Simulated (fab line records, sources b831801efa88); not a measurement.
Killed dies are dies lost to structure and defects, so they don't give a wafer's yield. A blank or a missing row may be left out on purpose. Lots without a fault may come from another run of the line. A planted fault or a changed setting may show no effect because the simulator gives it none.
A struck lot beside a sound one | flow sky130 | 18 steps out of a route of 708
Sound: wafers L781.2, L781.4, L781.6. Struck: wafers L790.2, L790.3, L790.5. The cause comes at the end.
At each step with rows: each side's tool, then ch and its chambers, then its first start. Under that, the readings that differ: sound wafers | struck wafers | difference of the means | sigmas: that difference in standard deviations of wafers without a fault.
alike: readings whose means differ by less than 2 such deviations, and words and numbers that are the same on both sides. not compared: withheld readings, readings that some wafer has no value for, bounds like >300 that may hide the same value, and numbers for which the record gives no deviation and whose values overlap.
The two part at a step that has a row with sigmas, a row that says differs or no value, or rows on one side only. Numbers that don't overlap but have no deviation are shown without sigmas and don't part them. A reading that every wafer of one side lacks parts them only if that side has two wafers or more.

first, 3 steps without rows for these wafers: SKY_POLY_CUT_EXPOSE_05 (exposes mask NPCM, target cd 270 nm); SKY_POLY_CUT_PEB_06; SKY_POLY_CUT_DEVELOP_07 (develop time 60 s).
SKY_POLY_CUT_CD_MEAS_08: target cd 270 nm.
  sound on cd_sem-01, day 25 19:08; struck on cd_sem-01, day 27 08:53
  alike: cd_nm
SKY_POLY_CUT_OVL_MEAS_09:
  sound on overlay-02, day 25 19:14; struck on overlay-02, day 27 08:59
  alike: POLY_CUT_OVL
SKY_POLY_CUT_ETCH_10: etches BARC in N2/H2, stops on SiO2, time 45.9 s, target depth 60 nm.
  sound on rie_diel-01 ch 0,1, day 25 19:16; struck on rie_diel-02 ch 0,2, day 27 09:01
  alike: drypump_motor_current_A, oes_product_au, throttle_valve_pct
  not compared: rf_hours_counter_h
SKY_POLY_CUT_ETCH_11: etches Si3N4 in CF4/CH2F2/Ar, stops on poly-Si, time 42.5 s, target depth 60 nm.
  sound on rie_diel-01 ch 0,1, day 25 19:19; struck on rie_diel-02 ch 0,2, day 27 09:04
  alike: drypump_motor_current_A, oes_product_au, throttle_valve_pct
  not compared: rf_hours_counter_h
SKY_POLY_CUT_STRIP_12: strips in O2/N2.
  sound on plasma_asher-03 ch 0,1, day 25 19:21; struck on plasma_asher-01 ch 0,1, day 27 09:06
  alike: drypump_motor_current_A, oes_product_au, strip_time_to_endpoint_s
  not compared: rf_hours_counter_h
then, 4 steps without rows for these wafers: SKY_SD_P_DEHYDRATE_00 (time 60 s); SKY_SD_P_HMDS_01 (prime time 60 s); SKY_SD_P_COAT_02 (resist thk 1140 nm); SKY_SD_P_SOFTBAKE_03 (time 60 s).
SKY_SD_P_EXPOSE_04: exposes mask PSDM, target cd 380 nm.
  sound on iline_stepper-01 ch 0, day 26 10:50; struck on iline_stepper-01 ch 0, day 27 23:13
  reading                      | sound                | struck            | difference | sigmas
  model.SD_P.overlay_x_nm (nm) | 0.8938 0.8938 0.8938 | -58.2 -58.2 -58.2 | -59.1      |
  alike: mask
then, 2 steps without rows for these wafers: SKY_SD_P_PEB_05; SKY_SD_P_DEVELOP_06 (develop time 60 s).
SKY_SD_P_CD_MEAS_07: target cd 380 nm.
  sound on cd_sem-01, day 27 00:26; struck on cd_sem-01, day 28 13:51
  alike: cd_nm
SKY_SD_P_OVL_MEAS_08:
  sound on overlay-01, day 27 00:33; struck on overlay-02, day 28 14:10
  reading       | sound       | struck            | difference | sigmas
  SD_P_OVL (nm) | 0.7 1.2 0.1 | -56.1 -56.3 -57.3 | -57.2      | -38
  not compared: hold
SKY_PAD_OPEN_PROBE_99:
  the record has rows for the sound wafers here (prober-02, day 47 10:49) and none for the struck ones

WHERE THEY PART
First at SKY_SD_P_OVL_MEAS_08; last, within this record, at SKY_PAD_OPEN_PROBE_99.

WHY: what the simulator had put in
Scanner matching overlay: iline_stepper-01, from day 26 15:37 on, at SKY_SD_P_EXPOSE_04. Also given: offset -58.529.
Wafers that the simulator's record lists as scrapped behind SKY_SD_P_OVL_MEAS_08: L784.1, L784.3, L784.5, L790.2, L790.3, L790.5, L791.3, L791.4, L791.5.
